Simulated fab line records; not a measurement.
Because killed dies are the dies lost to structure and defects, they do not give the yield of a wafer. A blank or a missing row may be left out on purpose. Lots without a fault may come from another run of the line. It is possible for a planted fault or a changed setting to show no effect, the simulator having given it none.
Which tool did it? :: flow sky130 :: 12 lots, 36 wafers sampled, at 4 steps of a route of 708

## WHAT THE GAUGES SHOWED, per wafer
SKY_CAP2M_THK_MEAS_01. Usual: CAP2M_CVD_00_THK typically reads 15.57 nm, with standard deviation 0.3.
lot: L275
measured: day 40 05:58
on: film_metro-04
CAP2M_CVD_00_THK (nm): 14.94 15.16 15.81
flag: 

lot: L273
measured: day 40 06:56
on: film_metro-04
CAP2M_CVD_00_THK (nm): 14.79 15.76 14.95
flag: 

lot: L277
measured: day 41 01:02
on: film_metro-01
CAP2M_CVD_00_THK (nm): 15.50 14.97 15.53
flag: 

lot: L283
measured: day 43 10:35
on: film_metro-03
CAP2M_CVD_00_THK (nm): 15.25 15.53 15.64
flag: 

lot: L284
measured: day 43 15:26
on: film_metro-03
CAP2M_CVD_00_THK (nm): 15.76 15.71 16.09
flag: 

lot: L286
measured: day 43 21:01
on: film_metro-03
CAP2M_CVD_00_THK (nm): 15.34 15.53 15.66
flag: 

lot: L287
measured: day 44 00:32
on: film_metro-03
CAP2M_CVD_00_THK (nm): 15.44 15.55 15.07
flag: 

lot: L288
measured: day 44 08:30
on: film_metro-04
CAP2M_CVD_00_THK (nm): 15.83 15.77 16.05
flag: 

lot: L289
measured: day 44 11:48
on: film_metro-04
CAP2M_CVD_00_THK (nm): 15.81 15.59 15.89
flag: 

lot: L292
measured: day 45 13:23
on: film_metro-03
CAP2M_CVD_00_THK (nm): 15.36 15.79 15.15
flag: 

lot: L293
measured: day 45 14:40
on: film_metro-01
CAP2M_CVD_00_THK (nm): 15.49 15.82 15.49
flag: 

lot: L294
measured: day 45 20:22
on: film_metro-04
CAP2M_CVD_00_THK (nm): 15.91 15.78 15.98
flag: 

## WHICH TOOL RAN EACH LOT (tool, then ch and the chambers of the sampled wafers, then the start)
lot: L275
SKY_VIA3_SPUTTER_20: pvd_sputter-04, day 40 05:08
SKY_VIA3_CVD_21: cvd_w-02 ch 0,1, day 40 05:11
SKY_METAL4_SPUTTER_00: pvd_sputter-02, day 40 05:47

lot: L273
SKY_VIA3_SPUTTER_20: pvd_sputter-04, day 40 06:06
SKY_VIA3_CVD_21: cvd_w-01 ch 0,1, day 40 06:10
SKY_METAL4_SPUTTER_00: pvd_sputter-03, day 40 06:46

lot: L277
SKY_VIA3_SPUTTER_20: pvd_sputter-03, day 41 00:12
SKY_VIA3_CVD_21: cvd_w-02 ch 0,1, day 41 00:16
SKY_METAL4_SPUTTER_00: pvd_sputter-01, day 41 00:52

lot: L283
SKY_VIA3_SPUTTER_20: pvd_sputter-03, day 43 09:44
SKY_VIA3_CVD_21: cvd_w-02 ch 0,1, day 43 09:50
SKY_METAL4_SPUTTER_00: pvd_sputter-01, day 43 10:24

lot: L284
SKY_VIA3_SPUTTER_20: pvd_sputter-02, day 43 14:32
SKY_VIA3_CVD_21: cvd_w-02 ch 0,1, day 43 14:37
SKY_METAL4_SPUTTER_00: pvd_sputter-01, day 43 15:13

lot: L286
SKY_VIA3_SPUTTER_20: pvd_sputter-03, day 43 20:10
SKY_VIA3_CVD_21: cvd_w-01 ch 0, day 43 20:14
SKY_METAL4_SPUTTER_00: pvd_sputter-03, day 43 20:50

lot: L287
SKY_VIA3_SPUTTER_20: pvd_sputter-03, day 43 23:41
SKY_VIA3_CVD_21: cvd_w-01 ch 0,1, day 43 23:44
SKY_METAL4_SPUTTER_00: pvd_sputter-01, day 44 00:20

lot: L288
SKY_VIA3_SPUTTER_20: pvd_sputter-02, day 44 07:38
SKY_VIA3_CVD_21: cvd_w-01 ch 0,1, day 44 07:43
SKY_METAL4_SPUTTER_00: pvd_sputter-01, day 44 08:19

lot: L289
SKY_VIA3_SPUTTER_20: pvd_sputter-02, day 44 10:57
SKY_VIA3_CVD_21: cvd_w-02 ch 0, day 44 11:01
SKY_METAL4_SPUTTER_00: pvd_sputter-01, day 44 11:37

lot: L292
SKY_VIA3_SPUTTER_20: pvd_sputter-04, day 45 12:33
SKY_VIA3_CVD_21: cvd_w-02 ch 0,1, day 45 12:37
SKY_METAL4_SPUTTER_00: pvd_sputter-02, day 45 13:13

lot: L293
SKY_VIA3_SPUTTER_20: pvd_sputter-02, day 45 13:46
SKY_VIA3_CVD_21: cvd_w-02 ch 0,1, day 45 13:52
SKY_METAL4_SPUTTER_00: pvd_sputter-03, day 45 14:28

lot: L294
SKY_VIA3_SPUTTER_20: pvd_sputter-04, day 45 19:30
SKY_VIA3_CVD_21: cvd_w-01 ch 0,1, day 45 19:37
SKY_METAL4_SPUTTER_00: pvd_sputter-01, day 45 20:10
- SKY_VIA3_SPUTTER_20: material TiN, target thk 20 nm, time 80 s.
- SKY_VIA3_CVD_21: deposits W, target thk 390 nm, time 117.31 s.
- SKY_METAL4_SPUTTER_00: material Ti, target thk 15 nm, time 10 s.

## AS READ BY THE TOOLS THEMSELVES (means over the sampled wafers that have a number; for cases with no such wafer, the mark the record gives instead)
SKY_VIA3_SPUTTER_20. Usual: cathode_dc_power_W 3999.9 W, standard deviation 0.72; chamber_pressure_pa 5.001 Pa, standard deviation 0.01; throttle_valve_pct 29.8 %, standard deviation 0.98.
lot: L275
tool: pvd_sputter-04
cathode_dc_power_W (W): 4000.4
chamber_pressure_pa (Pa): 5.008
throttle_valve_pct (%): 29.1
flag: 

lot: L273
tool: pvd_sputter-04
cathode_dc_power_W (W): 3999.8
chamber_pressure_pa (Pa): 4.999
throttle_valve_pct (%): 29.4
flag: 

lot: L277
tool: pvd_sputter-03
cathode_dc_power_W (W): 3999.4
chamber_pressure_pa (Pa): 5.001
throttle_valve_pct (%): 28.9
flag: 

lot: L283
tool: pvd_sputter-03
cathode_dc_power_W (W): 4000.1
chamber_pressure_pa (Pa): 5.010
throttle_valve_pct (%): 28.7
flag: 

lot: L284
tool: pvd_sputter-02
cathode_dc_power_W (W): 4000.1
chamber_pressure_pa (Pa): 4.996
throttle_valve_pct (%): 31.1
flag: 

lot: L286
tool: pvd_sputter-03
cathode_dc_power_W (W): 3999.2
chamber_pressure_pa (Pa): 5.001
throttle_valve_pct (%): 28.7
flag: 

lot: L287
tool: pvd_sputter-03
cathode_dc_power_W (W): 3999.2
chamber_pressure_pa (Pa): 5.002
throttle_valve_pct (%): 28.8
flag: 

lot: L288
tool: pvd_sputter-02
cathode_dc_power_W (W): 4000.0
chamber_pressure_pa (Pa): 4.998
throttle_valve_pct (%): 30.8
flag: 

lot: L289
tool: pvd_sputter-02
cathode_dc_power_W (W): 3999.9
chamber_pressure_pa (Pa): 4.988
throttle_valve_pct (%): 30.8
flag: 

lot: L292
tool: pvd_sputter-04
cathode_dc_power_W (W): 3999.3
chamber_pressure_pa (Pa): 5.017
throttle_valve_pct (%): 29.0
flag: 

lot: L293
tool: pvd_sputter-02
cathode_dc_power_W (W): 3999.1
chamber_pressure_pa (Pa): 5.000
throttle_valve_pct (%): 30.6
flag: 

lot: L294
tool: pvd_sputter-04
cathode_dc_power_W (W): 4000.0
chamber_pressure_pa (Pa): 5.009
throttle_valve_pct (%): 29.9
flag: 

SKY_VIA3_CVD_21. Usual: heater_power_w 857 W, standard deviation 67; susceptor_temp_C 400.00 C, standard deviation 0.22.
lot: L275
tool: cvd_w-02
heater_power_w (W): 882
susceptor_temp_C (C): 399.94
flag: 

lot: L273
tool: cvd_w-01
heater_power_w (W): 788
susceptor_temp_C (C): 399.97
flag: 

lot: L277
tool: cvd_w-02
heater_power_w (W): 868
susceptor_temp_C (C): 400.02
flag: 

lot: L283
tool: cvd_w-02
heater_power_w (W): 873
susceptor_temp_C (C): 400.23
flag: 

lot: L284
tool: cvd_w-02
heater_power_w (W): 915
susceptor_temp_C (C): 400.23
flag: 

lot: L286
tool: cvd_w-01
heater_power_w (W): 802
susceptor_temp_C (C): 400.37
flag: 

lot: L287
tool: cvd_w-01
heater_power_w (W): 804
susceptor_temp_C (C): 399.95
flag: 

lot: L288
tool: cvd_w-01
heater_power_w (W): 782
susceptor_temp_C (C): 399.94
flag: 

lot: L289
tool: cvd_w-02
heater_power_w (W): 840
susceptor_temp_C (C): 399.92
flag: 

lot: L292
tool: cvd_w-02
heater_power_w (W): 923
susceptor_temp_C (C): 400.06
flag: 

lot: L293
tool: cvd_w-02
heater_power_w (W): 875
susceptor_temp_C (C): 399.98
flag: 

lot: L294
tool: cvd_w-01
heater_power_w (W): 798
susceptor_temp_C (C): 400.03
flag: 

SKY_METAL4_SPUTTER_00. Usual: cathode_dc_power_W 3000.0 W, standard deviation 0.54; chamber_pressure_pa 0.4000 Pa, standard deviation 0.00084; throttle_valve_pct 29.7 %, standard deviation 0.87.
lot: L275
tool: pvd_sputter-02
cathode_dc_power_W (W): 2999.7
chamber_pressure_pa (Pa): 0.4003
throttle_valve_pct (%): 30.1
flag: 

lot: L273
tool: pvd_sputter-03
cathode_dc_power_W (W): 2999.9
chamber_pressure_pa (Pa): 0.4000
throttle_valve_pct (%): 28.8
flag: 

lot: L277
tool: pvd_sputter-01
cathode_dc_power_W (W): 3000.4
chamber_pressure_pa (Pa): 0.3999
throttle_valve_pct (%): 29.7
flag: 

lot: L283
tool: pvd_sputter-01
cathode_dc_power_W (W): -
chamber_pressure_pa (Pa): -
throttle_valve_pct (%): -
flag: OFF

lot: L284
tool: pvd_sputter-01
cathode_dc_power_W (W): -
chamber_pressure_pa (Pa): -
throttle_valve_pct (%): -
flag: OFF

lot: L286
tool: pvd_sputter-03
cathode_dc_power_W (W): 2999.6
chamber_pressure_pa (Pa): 0.4003
throttle_valve_pct (%): 28.7
flag: 

lot: L287
tool: pvd_sputter-01
cathode_dc_power_W (W): 3000.0
chamber_pressure_pa (Pa): 0.4008
throttle_valve_pct (%): 29.7
flag: 

lot: L288
tool: pvd_sputter-01
cathode_dc_power_W (W): 2999.8
chamber_pressure_pa (Pa): 0.4000
throttle_valve_pct (%): 30.0
flag: 

lot: L289
tool: pvd_sputter-01
cathode_dc_power_W (W): 3000.4
chamber_pressure_pa (Pa): 0.4004
throttle_valve_pct (%): 30.0
flag: 

lot: L292
tool: pvd_sputter-02
cathode_dc_power_W (W): 3000.1
chamber_pressure_pa (Pa): 0.4000
throttle_valve_pct (%): 30.6
flag: 

lot: L293
tool: pvd_sputter-03
cathode_dc_power_W (W): 3000.4
chamber_pressure_pa (Pa): 0.3995
throttle_valve_pct (%): 28.6
flag: 

lot: L294
tool: pvd_sputter-01
cathode_dc_power_W (W): 3000.3
chamber_pressure_pa (Pa): 0.3998
throttle_valve_pct (%): 29.9
flag: 

## THE ANSWER, worked out from the rows above alone
Rule: lot off if the mean of its wafers having a number is beyond 3 standard deviations from the usual mean. A lot without any number at a reading at which 4 lots or more have one is off too. All remaining lots with rows at the step are treated as sound. Order of review: gauges by route order, followed by the tools' own readings, for which a lot's mean as printed above is used. At the first step where some lot is off, the reading lying furthest off is the one used; lots without a number count as furthest.
Off, at SKY_METAL4_SPUTTER_00 on cathode_dc_power_W: L283, L284. Without a number there: L283, L284.
If a tool, at that step or one of the process steps before it, ran each lot that is off and ran no sound lot following the first of them, it fits. Not one of the candidates tried fits.

## WHAT THE SIMULATOR PUT IN
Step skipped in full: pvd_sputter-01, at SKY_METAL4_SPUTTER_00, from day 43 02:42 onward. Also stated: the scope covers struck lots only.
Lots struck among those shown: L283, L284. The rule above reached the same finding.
